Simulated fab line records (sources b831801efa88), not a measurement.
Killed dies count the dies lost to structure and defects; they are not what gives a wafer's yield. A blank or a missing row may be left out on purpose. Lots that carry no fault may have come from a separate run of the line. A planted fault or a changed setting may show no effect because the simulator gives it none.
A struck lot beside a sound one ; flow gf180mcu ; 24 steps out of a route of 602
Sound: these wafers, L535.2, L535.5, L535.6. Struck: wafer L548.4. (L548.1, L548.5 of the same lot were not struck and are left out.) The cause comes at the end.
Order at every step that has rows: each side's tool, ch and its chambers, its first start. Under that, the readings that differ: sound wafers ; struck wafers ; difference of the means ; sigmas: that difference in standard deviations of wafers without a fault.
alike: words and numbers the same on both sides, and readings whose means are apart by under 2 such deviations; not compared: readings that were withheld, readings missing a value for some wafer, numbers with overlapping values and no deviation given by the record, and bounds like >300 which may hide the same value.
The two part at a step that has a row with sigmas, a row that says differs or no value, or rows on one side only. When numbers do not overlap yet have no deviation, they are printed without sigmas and do not part them. A reading that every wafer of one side lacks parts them only if that side has two wafers or more.

first, 4 steps without rows for these wafers: GF_TOP_METAL_SOFTBAKE_10 (time 60 s); GF_TOP_METAL_EXPOSE_11 (exposes mask MetalTop, target cd 440 nm); GF_TOP_METAL_PEB_12; GF_TOP_METAL_DEVELOP_13 (develop time 60 s).
GF_TOP_METAL_CD_MEAS_14 targets a cd of 440 nm.
  sound on cdSem-02, day 30 00:20; struck on cdSem-02, day 33 04:08
  alike: cdNm
GF_TOP_METAL_OVL_MEAS_15:
  sound on overlay-01, day 30 00:27; struck on overlay-01, day 33 04:15
  alike: TOP_METAL_OVL
GF_TOP_METAL_METAL_ETCH_16: etches the open film in Cl2/BCl3, stops on SiO2, target depth 1077.5 nm, time 179.6 s.
  sound on rieMetal-01 ch 0,1, day 30 00:29; struck on rieMetal-04 ch 0, day 33 04:17
  alike: bcl3FlowSccm, drypumpMotorCurrentA, heBacksideLeakSccm, oesProductAu, throttleValvePct
  not compared: rfHoursCounterH
GF_TOP_METAL_STRIP_17: strips in O2/N2.
  sound on plasmaAsher-01 ch 0,1, day 30 00:39; struck on plasmaAsher-01 ch 1, day 33 04:28
  alike: drypumpMotorCurrentA, heaterPowerW, oesProductAu, stripTimeToEndpointS
  not compared: rfHoursCounterH
then, 2 steps without rows for these wafers: GF_TOP_METAL_STRIP_18 (strips in post etch residue remover, time 1200 s); GF_TOP_METAL_CLEAN_19 (cleans in DIW).
GF_PASSIVATION_CVD_00: deposits SiO2 from TEOS, target thk 1000 nm, time 111.95 s.
  sound on pecvd-02 ch 0,2, day 30 01:12; struck on pecvd-02 ch 0, day 33 05:00
  alike: heaterPowerW
GF_PASSIVATION_THK_MEAS_01:
  sound on filmMetro-03, day 30 01:17; struck on filmMetro-02, day 33 05:05
  alike: PASSIVATION_CVD_00_THK
GF_PASSIVATION_CVD_02: deposits Si3N4, target thk 700 nm, time 486.18 s.
  sound on pecvd-01 ch 0,2, day 30 01:20; struck on pecvd-01 ch 2, day 33 05:08
reading;sound;struck;difference;sigmas
model.Si3N4_of_PASSIVATION_CVD_02.thkNm (nm);700.4 705.9 702.5;486.3;-216.6;
  alike: heaterPowerW
GF_PASSIVATION_THK_MEAS_03:
  sound on filmMetro-03, day 30 01:38; struck on filmMetro-04, day 33 05:25
reading;sound;struck;difference;sigmas
PASSIVATION_CVD_02_THK (nm);701 706 702;486;-217;-22
then, 7 steps without rows for these wafers: GF_PASSIVATION_DEHYDRATE_04 (time 60 s); GF_PASSIVATION_HMDS_05 (prime time 60 s); GF_PASSIVATION_COAT_06 (resist thk 4000 nm); GF_PASSIVATION_SOFTBAKE_07; GF_PASSIVATION_EXPOSE_08 (exposes mask Pad, target cd 40000 nm); GF_PASSIVATION_PEB_09; GF_PASSIVATION_DEVELOP_10 (develop time 60 s).
GF_PASSIVATION_ETCH_11: etches the open film in CF4/O2, stops on TiN, target depth 1800 nm, time 400 s.
  sound on rieDiel-04 ch 1,2,3, day 30 19:27; struck on rieDiel-02 ch 3, day 33 20:34
reading;sound;struck;difference;sigmas
oesProductAu (a.u.);0.965 0.958 0.964;0.877;-0.085;-11
throttleValvePct (%);5.954 5.958 5.955;5.935;-0.021;-2
model.PASSIVATION.featureDepthNm (nm);1689 1688 1712;1482;-214;
model.etch.depthNm (nm);1689 1688 1712;1482;-214;
  alike: drypumpMotorCurrentA
  not compared: rfHoursCounterH
GF_PASSIVATION_STRIP_12: strips in O2/N2.
  sound on plasmaAsher-01 ch 0,1, day 30 19:41; struck on plasmaAsher-04 ch 0, day 33 20:49
  alike: drypumpMotorCurrentA, heaterPowerW, oesProductAu, stripTimeToEndpointS
  not compared: rfHoursCounterH
following that, these wafers have no rows for 1 step: GF_PASSIVATION_PROBE_99.

== WHERE THEY PART ==
Earliest at GF_PASSIVATION_THK_MEAS_03; latest, in this record, at GF_PASSIVATION_ETCH_11. Later steps at which nothing parts them and some readings are alike: GF_PASSIVATION_STRIP_12.

WHY: whatever the simulator had introduced
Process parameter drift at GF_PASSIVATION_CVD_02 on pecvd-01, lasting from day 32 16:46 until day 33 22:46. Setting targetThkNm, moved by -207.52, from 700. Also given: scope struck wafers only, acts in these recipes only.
